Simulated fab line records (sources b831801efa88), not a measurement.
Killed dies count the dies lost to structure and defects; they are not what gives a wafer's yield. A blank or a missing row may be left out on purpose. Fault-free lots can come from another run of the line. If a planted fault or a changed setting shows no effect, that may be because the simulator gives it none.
Matching of chambers ; flow sky130 ; SKY_FIELD_ISO_ETCH_17 on rie-si-01 has 4 sister chambers
The step etches Si in HBr/Cl2/O2, target depth 342 nm, time 97.7 s. 4 wafers are shown with their chamber, then 8 later ones without.

## WAFERS, EACH WITH ITS CHAMBER
wafer;chamber;drypump-motor-current-A (A)
L266.2;3;4.9
L267.2;2;5.5
L267.6;0;5.8
L269.3;1;6.5

## WAFERS WHOSE CHAMBER IS MISSING
wafer;drypump-motor-current-A (A)
L269.4;5.8
L269.6;5.6
L274.2;5.6
L274.3;6.6
L274.4;5.8
L280.1;5.5
L280.2;4.9
L280.6;5.8

## WHICH CHAMBER EACH ONE RAN IN
wafer;from the rows above;in truth
L269.4;0;0
L269.6;can't be placed: 2 or 0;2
L274.2;can't be placed: 2 or 0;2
L274.3;1;1
L274.4;0;0
L280.1;2;2
L280.2;3;3
L280.6;0;0
Correctly placed: 6 of 8. From these rows, 2 cannot be placed; in 2 the true chamber is one of the candidates. Placed wrongly: 0.
How it was worked out, from the rows above alone: a wafer's distance from a chamber is the root of the sum, over the readings, of the square of ((its reading less the chamber's mean) divided by the reading's scatter). If the next closest chamber is less than 2 further off than the closest, the wafer can't be placed; otherwise it belongs to the closest. A chamber's mean is the mean of its shown wafers. The scatter (one wafer shown for each chamber): square how far every hidden wafer sits from the nearest shown wafer, average those squares and take the square root.
